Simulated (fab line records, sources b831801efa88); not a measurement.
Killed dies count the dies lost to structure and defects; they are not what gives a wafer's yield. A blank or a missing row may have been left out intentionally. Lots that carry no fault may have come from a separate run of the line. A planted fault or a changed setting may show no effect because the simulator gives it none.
fab line records + flow sky130
record
- lots=6
- wafers=18
- last_day=50
route steps=708 shown VIA4@645 METAL5@661 PAD_OPEN@708
lots that met no fault: taken from a fault-free run of the same line
start_h: the number of hours between the record's first day and the start of the first shown wafer of the lot + wait_h: hours from the lot's prior step to this one + " same as the row above + L1.1+2: one row covering several wafers at once + - either no value or no given start + * or withheld: withheld + < > ~ a bound
route shown NAME@n: names a module that has steps shown in the file, with the first one's number in the route + usual: mean/standard deviation of fault-free wafers + same: alike in all rows + chamber/n: place in a boat + sites: each site's reading + _std_site: the values' standard deviation + _edge_site: mean of outer sites minus mean of inner sites + radius_mm: how far each site lies from the wafer's centre + mask NAME#n: copy n + behind: the most recent tool/chamber to have shaped the wafer + hold: what put the lot on hold/how long, in hours/how the hold closed + device: which transistor (n, p or np) failed to switch + end of line: the tests these same wafers got at the end of their route + for a step that has no rows: nothing shown but its recipe + killed: the dies lost at the first sort to structure and to defects; this is not the yield of the wafer + map: a wafer's dies, x killed, . not, _ none there
set.NAME: the run value of the setting; set.NAME@STEP: its run value at that earlier step + model.NAME: the simulator's own value behind a step, which no gauge read
certain route steps with their lots: each step a table, each wafer a row
services: the hour from which a tool's chamber was out of use, counted from the record's first day as start_h (under 0 if before that day), plus the number of hours and why
## steps
# step SKY_VIA4_COAT_06
# recipe
- resist=NOVOLAK
- spin_rpm=3000
- resist_thk_nm=1140
# step SKY_VIA4_SOFTBAKE_07
# recipe
- temp_c=90
- time_s=60
- resist=NOVOLAK
# step SKY_VIA4_EXPOSE_08
# recipe
- mask_id=VIM4
- na=0.6
- source_shape=conventional
- sigma_outer=0.6
- polarization=unpolarized
- target_cd_nm=800
- dose_mj=132
# step SKY_VIA4_PEB_09
# recipe
- temp_c=withheld
- time_s=*
- resist=NOVOLAK
# step SKY_VIA4_DEVELOP_10
# recipe
- resist=NOVOLAK
- developer=TMAH
- develop_time_s=60
- dev_temp_c=23
# step SKY_VIA4_OVL_MEAS_11
# usual
- VIA4_OVL=0.3/1.3
| lot.wafer | tool       | chamber | start_h | wait_h | VIA4_OVL[nm] |
|-----------|------------|---------|---------|--------|--------------|
| L827.2    | overlay-01 | -       | 1032.80 | 0.1    | 1.1          |
| L827.3    | "          | -       | "       | "      | -0.3         |
| L827.5    | "          | -       | "       | "      | 1.6          |
| L831.2    | overlay-01 | -       | 1050.05 | 0.1    | 0.4          |
| L831.3    | "          | -       | "       | "      | -0.5         |
| L831.5    | "          | -       | "       | "      | -1.3         |
| L836.2    | overlay-02 | -       | 1078.25 | 0.1    | -1.4         |
| L836.3    | "          | -       | "       | "      | -1.3         |
| L836.6    | "          | -       | "       | "      | -1.2         |
| L837.1    | overlay-02 | -       | 1093.21 | 0.1    | 0.2          |
| L837.2    | "          | -       | "       | "      | -0.3         |
| L837.5    | "          | -       | "       | "      | -1.0         |
| L846.2    | overlay-02 | -       | 1148.01 | 0.1    | 0.2          |
| L846.4    | "          | -       | "       | "      | -2.3         |
| L846.5    | "          | -       | "       | "      | -0.2         |
| L848.3    | overlay-02 | -       | 1159.31 | 0.1    | 1.1          |
| L848.5    | "          | -       | "       | "      | -1.3         |
| L848.6    | "          | -       | "       | "      | 1.0          |
# step SKY_VIA4_ETCH_12
# recipe
- target=SiO2
- chemistry=C4F8/O2/Ar
- stop_on=TiN
- mask_material=NOVOLAK
- source_w=1500
- bias_w=1200
- pressure_mtorr=40
- c4f8_flow_sccm=withheld
- O2_flow_sccm=6
- Ar_flow_sccm=300
- time_s=withheld
- target_depth_a=5800
# usual
- oes_product_au=0.926/0.005
- rf_fwd_power_W=1490/6.1
| lot.wafer | tool        | chamber | start_h | wait_h | oes_product_au | rf_fwd_power_W |
|-----------|-------------|---------|---------|--------|----------------|----------------|
| L827.2    | rie_diel-01 | 1       | 1032.83 | 0.0    | 0.923          | 1490           |
| L827.3    | "           | 2       | "       | "      | 0.928          | 1481           |
| L827.5    | "           | 0       | "       | "      | 0.928          | 1502           |
| L831.2    | rie_diel-01 | 1       | 1050.08 | 0.0    | 0.924          | 1483           |
| L831.3    | "           | 2       | "       | "      | 0.932          | 1484           |
| L831.5    | "           | 1       | "       | "      | 0.922          | 1481           |
| L836.2    | rie_diel-02 | 0       | 1078.28 | 0.0    | 0.911          | 1495           |
| L836.3    | "           | 2       | "       | "      | 0.924          | 1489           |
| L836.6    | "           | 3       | "       | "      | 0.918          | 1493           |
| L837.1    | rie_diel-01 | 1       | 1093.24 | 0.0    | 0.923          | 1474           |
| L837.2    | "           | 3       | "       | "      | 0.922          | 1485           |
| L837.5    | "           | 1       | "       | "      | 0.934          | 1479           |
| L846.2    | rie_diel-01 | 1       | 1148.04 | 0.0    | 0.931          | 1487           |
| L846.4    | "           | 2       | "       | "      | 0.921          | 1483           |
| L846.5    | "           | 0       | "       | "      | 0.935          | 1498           |
| L848.3    | rie_diel-01 | 1       | 1159.33 | 0.0    | 0.929          | 1481           |
| L848.5    | "           | 1       | "       | "      | 0.930          | 1478           |
| L848.6    | "           | 0       | "       | "      | 0.924          | 1500           |
# step SKY_VIA4_STRIP_13
# recipe
- chemistry=O2/N2
- power_w=1400
- pressure_mtorr=1500
- platen_temp_c=withheld
- o2_flow_sccm=3000
- n2_flow_sccm=300
- overash_fraction=0.5
# usual
- drypump_motor_current_A=5.87/0.25
- oes_product_au=0.710/0.0041
- strip_time_to_endpoint_s=12.801/0.028
# same
- overash_fraction=0.5
| lot.wafer | tool            | chamber | start_h | wait_h | drypump_motor_current_A | oes_product_au | rf_hours_counter_h | strip_time_to_endpoint_s |
|-----------|-----------------|---------|---------|--------|-------------------------|----------------|--------------------|--------------------------|
| L827.2    | plasma_asher-04 | 1       | 1032.90 | -      | 6.11                    | 0.710          | 92                 | 12.796                   |
| L827.3    | "               | 0       | "       | "      | 5.54                    | 0.714          | -                  | 12.803                   |
| L827.5    | "               | 0       | "       | "      | 5.57                    | 0.702          | -                  | 12.783                   |
| L831.2    | plasma_asher-04 | 0       | 1050.15 | -      | 5.57                    | 0.709          | 93                 | 12.840                   |
| L831.3    | "               | 1       | "       | "      | 6.10                    | 0.712          | -                  | 12.791                   |
| L831.5    | "               | 1       | "       | "      | 6.11                    | 0.711          | -                  | 12.848                   |
| L836.2    | plasma_asher-02 | 0       | 1078.35 | -      | 5.84                    | 0.705          | 33                 | 12.806                   |
| L836.3    | "               | 0       | "       | "      | 5.86                    | 0.703          | -                  | 12.779                   |
| L836.6    | "               | 0       | "       | "      | 5.84                    | 0.703          | -                  | 12.815                   |
| L837.1    | plasma_asher-02 | 1       | 1093.31 | -      | 6.28                    | 0.715          | 34                 | 12.833                   |
| L837.2    | "               | 0       | "       | "      | 5.86                    | 0.705          | 34                 | 12.784                   |
| L837.5    | "               | 0       | "       | "      | 5.82                    | 0.715          | -                  | 12.793                   |
| L846.2    | plasma_asher-04 | 1       | 1148.12 | -      | 6.09                    | 0.709          | 104                | 12.826                   |
| L846.4    | "               | 1       | "       | "      | 6.09                    | 0.712          | -                  | 12.772                   |
| L846.5    | "               | 1       | "       | "      | 6.11                    | 0.711          | -                  | 12.804                   |
| L848.3    | plasma_asher-02 | 1       | 1159.44 | -      | 6.23                    | 0.705          | -                  | 12.795                   |
| L848.5    | "               | 1       | "       | "      | 6.28                    | 0.711          | -                  | 12.774                   |
| L848.6    | "               | 0       | "       | "      | 5.86                    | 0.708          | -                  | 12.832                   |
# step SKY_VIA4_STRIP_14
# recipe
- chemistry=post_etch_residue_remover
- time_s=1200
- temp_c=72.5
# step SKY_VIA4_CLEAN_15
# recipe
- chemistry=IPA
- time_s=180
- temp_c=25
# step SKY_VIA4_CLEAN_16
# recipe
- chemistry=O3/DIW
- dry=n2_spin
# step SKY_VIA4_SPUTTER_17
# recipe
- material=TiN
- target_thk_nm=20
- chamber_pressure_pa=5
- power_w=4000
- time_s=80
# usual
- throttle_valve_pct=29.9/0.88
| lot.wafer | tool           | chamber | start_h | wait_h | throttle_valve_pct |
|-----------|----------------|---------|---------|--------|--------------------|
| L827.2    | pvd_sputter-02 | -       | 1033.51 | 0.0    | 30.1               |
| L827.3    | "              | -       | "       | "      | 30.3               |
| L827.5    | "              | -       | "       | "      | 28.4               |
| L831.2    | pvd_sputter-04 | -       | 1050.77 | 0.0    | 28.9               |
| L831.3    | "              | -       | "       | "      | 30.4               |
| L831.5    | "              | -       | "       | "      | 28.9               |
| L836.2    | pvd_sputter-01 | -       | 1079.35 | 0.0    | 30.1               |
| L836.3    | "              | -       | "       | "      | 29.5               |
| L836.6    | "              | -       | "       | "      | 29.2               |
| L837.1    | pvd_sputter-04 | -       | 1094.44 | 0.0    | 30.4               |
| L837.2    | "              | -       | "       | "      | 29.6               |
| L837.5    | "              | -       | "       | "      | 30.3               |
| L846.2    | pvd_sputter-01 | -       | 1148.85 | 0.0    | 30.1               |
| L846.4    | "              | -       | "       | "      | 29.7               |
| L846.5    | "              | -       | "       | "      | 30.2               |
| L848.3    | pvd_sputter-01 | -       | 1160.20 | 0.0    | 29.4               |
| L848.5    | "              | -       | "       | "      | 29.9               |
| L848.6    | "              | -       | "       | "      | 29.7               |
# step SKY_VIA4_CVD_18
# recipe
- material=W
- target_thk_nm=505
- time_s=152.14
- temp_c=400
- pressure_torr=40
# usual
- heater_power_w=765/44
- susceptor_temp_C=399.99/0.19
| lot.wafer | tool     | chamber | start_h | wait_h | heater_power_w | since_wet_clean_h | susceptor_temp_C | model.W_of_VIA4_CVD_18.thk_nm |
|-----------|----------|---------|---------|--------|----------------|-------------------|------------------|-------------------------------|
| L827.2    | cvd_w-02 | 0       | 1033.57 | 0.0    | 804            | 630               | 400.17           | 500.9                         |
| L827.3    | "        | 1       | "       | "      | 789            | -                 | 400.25           | 503.2                         |
| L827.5    | "        | 0       | "       | "      | 806            | -                 | 400.45           | 502.8                         |
| L831.2    | cvd_w-01 | 0       | 1050.84 | 0.0    | 696            | 133               | 399.93           | 505.4                         |
| L831.3    | "        | 1       | "       | "      | 764            | -                 | 400.37           | 499.7                         |
| L831.5    | "        | 0       | "       | "      | 717            | -                 | 399.76           | 508.5                         |
| L836.2    | cvd_w-01 | 0       | 1079.41 | 0.0    | 664            | 161               | 390.64           | 432.2                         |
| L836.3    | "        | 1       | "       | "      | 775            | -                 | 399.54           | 504.1                         |
| L836.6    | "        | 0       | "       | "      | 665            | -                 | 390.58           | 429.4                         |
| L837.1    | cvd_w-01 | 1       | 1094.50 | 0.0    | 783            | 177               | 399.93           | 499.8                         |
| L837.2    | "        | 0       | "       | "      | 669            | 177               | 390.53           | 428.5                         |
| L837.5    | "        | 1       | "       | "      | 761            | -                 | 400.04           | 501.1                         |
| L846.2    | cvd_w-02 | 1       | 1148.91 | 0.0    | 794            | 745               | 400.09           | 508.2                         |
| L846.4    | "        | 0       | "       | "      | 806            | -                 | 400.03           | 488.7                         |
| L846.5    | "        | 0       | "       | "      | 811            | -                 | 399.84           | 496.8                         |
| L848.3    | cvd_w-01 | 1       | 1160.31 | 0.1    | 759            | -                 | 400.34           | 494.4                         |
| L848.5    | "        | 0       | "       | "      | 695            | -                 | 399.71           | 504.5                         |
| L848.6    | "        | 1       | "       | "      | 759            | -                 | 400.01           | 506.1                         |
# step SKY_VIA4_RS_MEAS_19
# recipe
- thk_meas_gauge=four-point-probe
- reads=W_of_VIA4_CVD_18+TiN_of_VIA4_SPUTTER_17
# usual
- VIA4_W_RS=0.2261/0.0022
| lot.wafer | tool          | chamber | start_h | wait_h | VIA4_W_RS[ohm/sq] |
|-----------|---------------|---------|---------|--------|-------------------|
| L827.2    | film_metro-03 | -       | 1033.74 | 0.1    | 0.2283            |
| L827.3    | "             | -       | "       | "      | 0.2273            |
| L827.5    | "             | -       | "       | "      | 0.2268            |
| L831.2    | film_metro-03 | -       | 1051.01 | 0.1    | 0.2262            |
| L831.3    | "             | -       | "       | "      | 0.2292            |
| L831.5    | "             | -       | "       | "      | 0.2254            |
| L836.2    | film_metro-01 | -       | 1079.58 | 0.1    | 0.2653            |
| L836.3    | "             | -       | "       | "      | 0.2270            |
| L836.6    | "             | -       | "       | "      | 0.2668            |
| L837.1    | film_metro-03 | -       | 1094.66 | 0.1    | 0.2290            |
| L837.2    | "             | -       | "       | "      | 0.2672            |
| L837.5    | "             | -       | "       | "      | 0.2285            |
| L846.2    | film_metro-04 | -       | 1149.09 | 0.1    | 0.2243            |
| L846.4    | "             | -       | "       | "      | 0.2332            |
| L846.5    | "             | -       | "       | "      | 0.2299            |
| L848.3    | film_metro-01 | -       | 1160.45 | 0.1    | 0.2317            |
| L848.5    | "             | -       | "       | "      | 0.2266            |
| L848.6    | "             | -       | "       | "      | 0.2262            |
# step SKY_VIA4_THK_MEAS_20
# recipe
- thk_meas_gauge=xrf
- reads=W_of_VIA4_CVD_18
# usual
- VIA4_W_THK=496/5.4
| lot.wafer | tool          | chamber | start_h | wait_h | VIA4_W_THK[nm] |
|-----------|---------------|---------|---------|--------|----------------|
| L827.2    | film_metro-03 | -       | 1033.85 | 0.1    | 492            |
| L827.3    | "             | -       | "       | "      | 496            |
| L827.5    | "             | -       | "       | "      | 494            |
| L831.2    | film_metro-03 | -       | 1051.12 | 0.1    | 495            |
| L831.3    | "             | -       | "       | "      | 490            |
| L831.5    | "             | -       | "       | "      | 500            |
| L836.2    | film_metro-01 | -       | 1079.69 | 0.1    | 425            |
| L836.3    | "             | -       | "       | "      | 493            |
| L836.6    | "             | -       | "       | "      | 422            |
| L837.1    | film_metro-03 | -       | 1094.78 | 0.1    | 492            |
| L837.2    | "             | -       | "       | "      | 421            |
| L837.5    | "             | -       | "       | "      | 493            |
| L846.2    | film_metro-04 | -       | 1149.20 | 0.1    | 497            |
| L846.4    | "             | -       | "       | "      | 478            |
| L846.5    | "             | -       | "       | "      | 488            |
| L848.3    | film_metro-01 | -       | 1160.55 | 0.1    | 484            |
| L848.5    | "             | -       | "       | "      | 496            |
| L848.6    | "             | -       | "       | "      | 496            |
# step SKY_VIA4_CMP_21
# recipe
- stop_on=SiO2
- t_overpolish_s=25
- down_force_psi=3.5
- platen_rpm=60
- target_thk_nm=0
- pad_velocity_m_s=0.94248
# usual
- motor_current_A=10.8/1.2
- time_to_endpoint_s=122/5
| lot.wafer | tool   | chamber | start_h | wait_h | motor_current_A | time_to_endpoint_s |
|-----------|--------|---------|---------|--------|-----------------|--------------------|
| L827.2    | cmp-02 | 3       | 1034.00 | 0.1    | 11.4            | 118                |
| L827.3    | "      | 0       | "       | "      | 10.1            | 119                |
| L827.5    | "      | 2       | "       | "      | 12.9            | 120                |
| L831.2    | cmp-02 | 3       | 1051.22 | 0.1    | 12.0            | 126                |
| L831.3    | "      | 0       | "       | "      | 9.4             | 120                |
| L831.5    | "      | 3       | "       | "      | 11.5            | 122                |
| L836.2    | cmp-01 | 0       | 1079.79 | 0.1    | 9.9             | 102                |
| L836.3    | "      | 1       | "       | "      | 11.0            | 126                |
| L836.6    | "      | 3       | "       | "      | 12.2            | 101                |
| L837.2    | cmp-01 | 3       | 1094.98 | 0.2    | 11.8            | 111                |
| L837.1    | "      | 0       | "       | "      | 9.6             | 125                |
| L837.5    | "      | 1       | "       | "      | 12.0            | 131                |
| L846.2    | cmp-02 | 0       | 1149.50 | 0.3    | 9.9             | 123                |
| L846.4    | "      | 3       | "       | "      | 11.4            | 116                |
| L846.5    | "      | 0       | "       | "      | 9.7             | 122                |
| L848.3    | cmp-02 | 0       | 1160.59 | 0.0    | 9.8             | 118                |
| L848.6    | "      | 0       | "       | "      | 9.8             | 125                |
| L848.5    | "      | 1       | "       | "      | 11.0            | 120                |
# step SKY_METAL5_SPUTTER_00
# recipe
- material=Ti
- target_thk_nm=15
- power_w=3000
- time_s=10
- chamber_pressure_pa=0.4
# usual
- throttle_valve_pct=30.0/0.85
| lot.wafer | tool           | chamber | start_h | wait_h | throttle_valve_pct |
|-----------|----------------|---------|---------|--------|--------------------|
| L827.2    | pvd_sputter-04 | -       | 1034.20 | 0.1    | 29.6               |
| L827.3    | "              | -       | "       | "      | 30.0               |
| L827.5    | "              | -       | "       | "      | 30.2               |
| L831.2    | pvd_sputter-04 | -       | 1051.47 | 0.2    | 30.4               |
| L831.3    | "              | -       | "       | "      | 29.6               |
| L831.5    | "              | -       | "       | "      | 30.2               |
| L836.2    | pvd_sputter-02 | -       | 1080.04 | 0.2    | 28.3               |
| L836.3    | "              | -       | "       | "      | 31.7               |
| L836.6    | "              | -       | "       | "      | 30.1               |
| L837.1    | pvd_sputter-04 | -       | 1095.18 | 0.1    | 28.9               |
| L837.2    | "              | -       | "       | "      | 29.3               |
| L837.5    | "              | -       | "       | "      | 30.2               |
| L846.2    | pvd_sputter-04 | -       | 1149.80 | 0.2    | 29.1               |
| L846.4    | "              | -       | "       | "      | 29.4               |
| L846.5    | "              | -       | "       | "      | 30.4               |
| L848.3    | pvd_sputter-03 | -       | 1160.89 | 0.2    | 28.6               |
| L848.5    | "              | -       | "       | "      | 30.4               |
| L848.6    | "              | -       | "       | "      | 28.8               |
# step SKY_PAD_OPEN_PROBE_99
# usual
- defect_limited_yield=82.8/2
- killed_at_M0_to_M3=43/6.4
- killed_at_M4_up=3.1/2
- killed_at_contacts=24/5.2
- killed_at_front_end=15/4.3
- killed_at_other=0.2/0.48
- killed_dies=85/9.7
- killed_open=47/6.9
- killed_short=38/6.7
- sort_bin_3_pad_short=0.9/0.48
- sort_bin_5_function=10.3/1.6
- sort_bin_6_memory=6.1/0.97
- sort_n_pass=407/9.7
- sort_yield_pct=82.8/2
# same
- gross_dies=492
- killed_at_back_side=0
- sort_bin_4_leakage[%]=0
- sort_bin_8_speed[%]=0
| lot.wafer | tool      | chamber | start_h | wait_h | defect_limited_yield[%] | killed_at_M0_to_M3 | killed_at_M4_up | killed_at_contacts | killed_at_front_end | killed_at_other | killed_dies | killed_open | killed_short | sort_bin_3_pad_short[%] | sort_bin_5_function[%] | sort_bin_6_memory[%] | sort_n_pass | sort_yield_pct[%] |
|-----------|-----------|---------|---------|--------|-------------------------|--------------------|-----------------|--------------------|---------------------|-----------------|-------------|-------------|--------------|-------------------------|------------------------|----------------------|-------------|-------------------|
| L836.3    | prober-01 | -       | 1144.35 | 0.2    | 81.1                    | 48                 | 4               | 27                 | 14                  | 0               | 93          | 44          | 49           | 1.0                     | 11.0                   | 6.9                  | 399         | 81.1              |
# killed by level:class
L836.3 VIA1:geometric_particle:open=16 LI_CONTACT:geometric_particle:open=7 LI_CONTACT:geometric_particle:short=6 CONTACT:geometric_particle:open=6 VIA1:geometric_particle:short=6 VIA2:geometric_particle:open=6 POLY_GATE:geometric_particle:short=5 LOCAL_INTERCONNECT:geometric_particle:short=5
## services
| tool            | chamber | start_h | hours | kind                   |
|-----------------|---------|---------|-------|------------------------|
| cmp-02          | -       | 1010.78 | 0.5   | repair                 |
| rie_diel-01     | -       | 1014.01 | 15.6  | pm                     |
| rie_diel-02     | 3       | 1036.68 | 1.8   | repair                 |
| pvd_sputter-02  | -       | 1043.53 | 17.0  | repair                 |
| cvd_w-01        | -       | 1056.48 | 1.3   | repair                 |
| pvd_sputter-04  | 2       | 1063.01 | -     | consumable_replace:kit |
| pvd_sputter-04  | 2       | 1063.01 | 18.0  | scheduled_down         |
| cvd_w-01        | -       | 1069.77 | 2.8   | pm                     |
| pvd_sputter-04  | -       | 1072.02 | 5.4   | repair                 |
| cvd_w-02        | -       | 1073.59 | 2.8   | pm                     |
| pvd_sputter-02  | -       | 1080.21 | 1.8   | repair                 |
| cvd_w-01        | 0       | 1081.79 | 3.5   | repair                 |
| cmp-01          | -       | 1084.39 | 4.0   | pm                     |
| cvd_w-01        | 1       | 1084.95 | 4.8   | repair                 |
| cvd_w-02        | -       | 1088.03 | 1.9   | repair                 |
| rie_diel-01     | 2       | 1091.95 | 6.3   | repair                 |
| pvd_sputter-02  | -       | 1115.63 | 2.2   | repair                 |
| rie_diel-01     | 3       | 1116.30 | 7.2   | repair                 |
| cmp-02          | -       | 1130.93 | 3.2   | repair                 |
| plasma_asher-02 | -       | 1137.31 | 1.7   | repair                 |
| pvd_sputter-02  | -       | 1147.49 | 2.5   | repair                 |
| rie_diel-02     | 1       | 1151.26 | 6.0   | repair                 |
| cmp-02          | -       | 1152.91 | 2.4   | pm                     |
| plasma_asher-04 | -       | 1154.44 | 9.9   | pm                     |
## key
first_sign
- step=SKY_VIA4_CVD_18
- reading=susceptor_temp_C
- direction=down
- sigmas=48
- usual=*
- struck=*
effect
- step=SKY_VIA4_CVD_18
- reading=heater_power_w
- direction=down
- sigmas=2.3
- usual=*
- struck=*
effect
- step=SKY_VIA4_RS_MEAS_19
- reading=VIA4_W_RS
- direction=up
- sigmas=18
- usual=0.2261
- struck=0.2664
effect
- step=SKY_VIA4_THK_MEAS_20
- reading=VIA4_W_THK
- direction=down
- sigmas=14
- usual=496
- struck=422
effect
- step=SKY_VIA4_CMP_21
- reading=time_to_endpoint_s
- direction=down
- sigmas=3.6
- usual=*
- struck=*
model_effect
- step=SKY_VIA4_CVD_18
- value=W_of_VIA4_CVD_18.thk_nm
- without=509.6
- struck=430
met_at SKY_VIA4_CVD_18
struck_wafers L836.2,L836.6,L837.2
onset_between 1050.84 1079.41
fault
- kind=process_parameter_drift
- tool=cvd_w-01
- chamber=0
- onset_h=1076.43
- steps=SKY_VIA4_CVD_18
- channel=temp_c
- offset=*
- shape=step
- end_h=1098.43
- acts_in=*
- stated=*
